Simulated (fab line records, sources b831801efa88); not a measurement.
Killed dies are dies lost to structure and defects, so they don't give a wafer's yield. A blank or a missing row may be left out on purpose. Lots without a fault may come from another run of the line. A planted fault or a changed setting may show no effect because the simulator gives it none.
Which tool did it? | flow gf180mcu | 12 lots, 36 wafers sampled, at 6 steps of a route of 602

WHAT THE GAUGES READ, wafer by wafer
GF_STI_THK_MEAS_04.
lot  | measured    | on            | STI_CVD_03_THK (nm)
L375 | day 1 13:34 | film_metro-01 | 208.8 210.5 208.4
L377 | day 1 23:49 | film_metro-03 | 208.8 209.1 206.9
L378 | day 2 06:44 | film_metro-02 | 207.6 208.1 208.1
L379 | day 2 09:34 | film_metro-03 | 211.3 210.0 210.2
L380 | day 2 15:31 | film_metro-01 | 205.5 207.3 207.1
L381 | day 2 22:14 | film_metro-01 | 210.2 211.2 210.4
L382 | day 3 00:34 | film_metro-01 | 207.8 208.3 208.4
L384 | day 3 10:35 | film_metro-01 | 233.1 230.9 230.6
L385 | day 3 15:58 | film_metro-02 | 206.3 206.4 206.3
L387 | day 4 01:34 | film_metro-03 | 205.9 206.1 205.2
L396 | day 5 22:41 | film_metro-01 | 206.4 206.9 208.8
L397 | day 6 04:34 | film_metro-01 | 207.4 206.4 206.3

GF_STI_THK_MEAS_24.
lot  | measured    | on            | STI_CVD_23_THK (nm)
L375 | day 2 03:40 | film_metro-03 | 661 664 663
L377 | day 2 14:44 | film_metro-01 | 658 650 654
L378 | day 2 21:28 | film_metro-03 | 660 665 656
L379 | day 2 23:49 | film_metro-03 | 664 663 662
L380 | day 3 06:38 | film_metro-01 | 646 658 664
L381 | day 3 13:05 | film_metro-03 | 648 660 652
L382 | day 3 15:11 | film_metro-03 | 659 647 650
L384 | day 4 01:12 | film_metro-01 | 662 660 653
L385 | day 4 07:17 | film_metro-03 | 660 658 653
L387 | day 4 18:25 | film_metro-02 | 650 649 665
L396 | day 6 16:49 | film_metro-01 | 655 643 659
L397 | day 6 22:14 | film_metro-01 | 647 644 651

GF_HV_LDD_OVL_MEAS_47.
lot  | measured     | on         | HV_LDD_03_OVL (nm)
L375 | day 12 12:13 | overlay-01 | 0.4 1.4 0.3
L377 | day 13 07:39 | overlay-02 | -0.1 1.9 2.2
L378 | day 13 15:04 | overlay-02 | -1.8 -2.5 -2.4
L379 | day 13 18:00 | overlay-02 | 0.3 0.1 -0.5
L380 | day 14 03:38 | overlay-02 | -1.4 0.3 -0.9
L381 | day 14 15:36 | overlay-02 | 1.6 0.1 0.7
L382 | day 14 19:49 | overlay-01 | 1.9 4.4 2.7
L384 | day 15 12:38 | overlay-01 | -0.2 0.9 2.3
L385 | day 15 21:46 | overlay-01 | 1.2 -0.7 -0.8
L387 | day 16 16:31 | overlay-01 | 2.4 1.4 0.9
L396 | day 19 19:18 | overlay-02 | 0.1 0.0 -0.4
L397 | day 19 22:37 | overlay-01 | 4.6 1.1 2.3

GF_V1_BOW_MEAS_05.
lot  | measured     | on            | V1_BOW (um)
L375 | day 17 07:05 | film_metro-01 | 78 78 76
L377 | day 18 07:01 | film_metro-03 | 81 95 91
L378 | day 18 13:20 | film_metro-01 | 79 91 83
L379 | day 18 19:52 | film_metro-03 | 86 91 94
L380 | day 19 04:14 | film_metro-02 | 77 95 91
L381 | day 19 19:28 | film_metro-01 | 71 87 79
L382 | day 19 23:00 | film_metro-02 | 79 82 77
L384 | day 20 19:07 | film_metro-02 | 77 88 92
L385 | day 21 04:22 | film_metro-02 | 91 85 70
L387 | day 21 23:40 | film_metro-03 | 67 80 69
L396 | day 25 00:21 | film_metro-01 | 90 85 98
L397 | day 25 02:19 | film_metro-01 | 87 75 78

WHICH TOOL RAN EACH LOT (tool, then ch and the chambers of the sampled wafers, then the start)
lot  | GF_STI_CVD_03              | GF_STI_ETCH_13
L375 | lpcvd-01 ch 1, day 1 11:34 | rie_diel-04 ch 1,2, day 2 01:37
L377 | lpcvd-01 ch 1, day 1 21:50 | rie_diel-04 ch 2,3, day 2 11:52
L378 | lpcvd-02 ch 1, day 2 03:45 | rie_diel-04 ch 2,3, day 2 19:16
L379 | lpcvd-01 ch 1, day 2 07:34 | rie_diel-03 ch 1,2,3, day 2 21:52
L380 | lpcvd-01 ch 1, day 2 13:31 | rie_diel-03 ch 0,2,3, day 3 04:43
L381 | lpcvd-01 ch 1, day 2 20:14 | rie_diel-01 ch 1,2, day 3 11:13
L382 | lpcvd-02 ch 0, day 2 22:34 | rie_diel-01 ch 0,1,3, day 3 13:07
L384 | lpcvd-01 ch 0, day 3 08:34 | rie_diel-03 ch 0,1,2, day 3 23:19
L385 | lpcvd-02 ch 0, day 3 13:59 | rie_diel-04 ch 1,2, day 4 05:25
L387 | lpcvd-02 ch 1, day 3 23:34 | rie_diel-03 ch 0,3, day 4 15:11
L396 | lpcvd-02 ch 1, day 5 20:42 | rie_diel-03 ch 2,3, day 6 13:43
L397 | lpcvd-02 ch 1, day 6 01:34 | rie_diel-03 ch 1,2,3, day 6 20:19
- GF_STI_CVD_03: deposits Si3N4 from DCS/NH3, target thk 207.16 nm, time 3551 s.
- GF_STI_ETCH_13: etches the open film in CHF3/O2, stops on Si, target depth 282.31 nm, time 112.9 s.

WHAT THE TOOLS THEMSELVES READ (means of the sampled wafers that have a number; where no wafer has one, the mark that the record gives instead)
GF_STI_CVD_03.
lot  | tool     | spike_tc_bottom_C (C) | spike_tc_upper_C (C)
L375 | lpcvd-01 | 788.9                 | 769.0
L377 | lpcvd-01 | 789.2                 | 769.3
L378 | lpcvd-02 | 789.4                 | 771.1
L379 | lpcvd-01 | 789.8                 | 769.3
L380 | lpcvd-01 | 788.8                 | 769.2
L381 | lpcvd-01 | 789.2                 | 770.0
L382 | lpcvd-02 | 792.0                 | 770.6
L384 | lpcvd-01 | 793.0                 | 769.5
L385 | lpcvd-02 | 791.8                 | 769.4
L387 | lpcvd-02 | 788.9                 | 770.3
L396 | lpcvd-02 | 789.9                 | 770.9
L397 | lpcvd-02 | 788.8                 | 770.6

GF_STI_ETCH_13.
lot  | tool        | drypump_motor_current_A (A) | oes_product_au (a.u.) | throttle_valve_pct (%)
L375 | rie_diel-04 | 5.9                         | 0.835                 | 8.811
L377 | rie_diel-04 | 4.8                         | 0.836                 | 8.815
L378 | rie_diel-04 | 4.8                         | 0.833                 | 8.813
L379 | rie_diel-03 | 5.7                         | 0.843                 | 8.813
L380 | rie_diel-03 | 5.6                         | 0.835                 | 8.806
L381 | rie_diel-01 | 5.2                         | 0.840                 | 8.810
L382 | rie_diel-01 | 5.9                         | 0.837                 | 8.818
L384 | rie_diel-03 | 5.7                         | 0.885                 | 8.833
L385 | rie_diel-04 | 5.9                         | 0.832                 | 8.804
L387 | rie_diel-03 | 5.8                         | 0.832                 | 8.793
L396 | rie_diel-03 | 5.7                         | 0.830                 | 8.799
L397 | rie_diel-03 | 5.6                         | 0.834                 | 8.806

THE ANSWER, worked out from the rows above alone
Rule: what is usual is taken from the lots themselves. Put in order of their means at a reading, lots are off if they are a third of the lots or fewer, leave a main group of 4 or more, and stand apart from it by a gap of 3 or more times the standard deviation of the main group's means; of several such gaps the widest counts. A main group whose means are all the same, to the digits that the tables above print for the reading, isn't used. A lot without any number at a reading at which 4 lots or more have one is off too. The other lots that the step has rows for count as sound. The gauges are gone through in route order, then the tools' own readings, and for those a lot's mean is taken as printed above. The first step at which some lot is off is used, and at that step the reading that is off furthest; a lot without a number counts as furthest.
Off: L384, at GF_STI_THK_MEAS_04 (STI_CVD_03_THK). The main group: mean 208.0 nm, standard deviation 1.6.
A tool fits if, at a process step before that reading, it ran every lot that is off, and no sound lot after the first of them. The gauges at GF_STI_THK_MEAS_04 aren't tried: what is off there is off at GF_STI_CVD_03 too, on other tools, and a gauge's error can't cause that. One fits: lpcvd-01 at GF_STI_CVD_03. Its last sound lot is L381 (day 2 20:14), its first lot that is off L384 (day 3 08:34): a fault that began between those two fits.

WHAT THE SIMULATOR HAD PUT IN
Process parameter drift: lpcvd-01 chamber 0, from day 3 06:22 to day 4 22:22, at GF_STI_CVD_03. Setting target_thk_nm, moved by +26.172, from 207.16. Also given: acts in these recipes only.
Lots struck among those shown: L384. The rule above found the same.
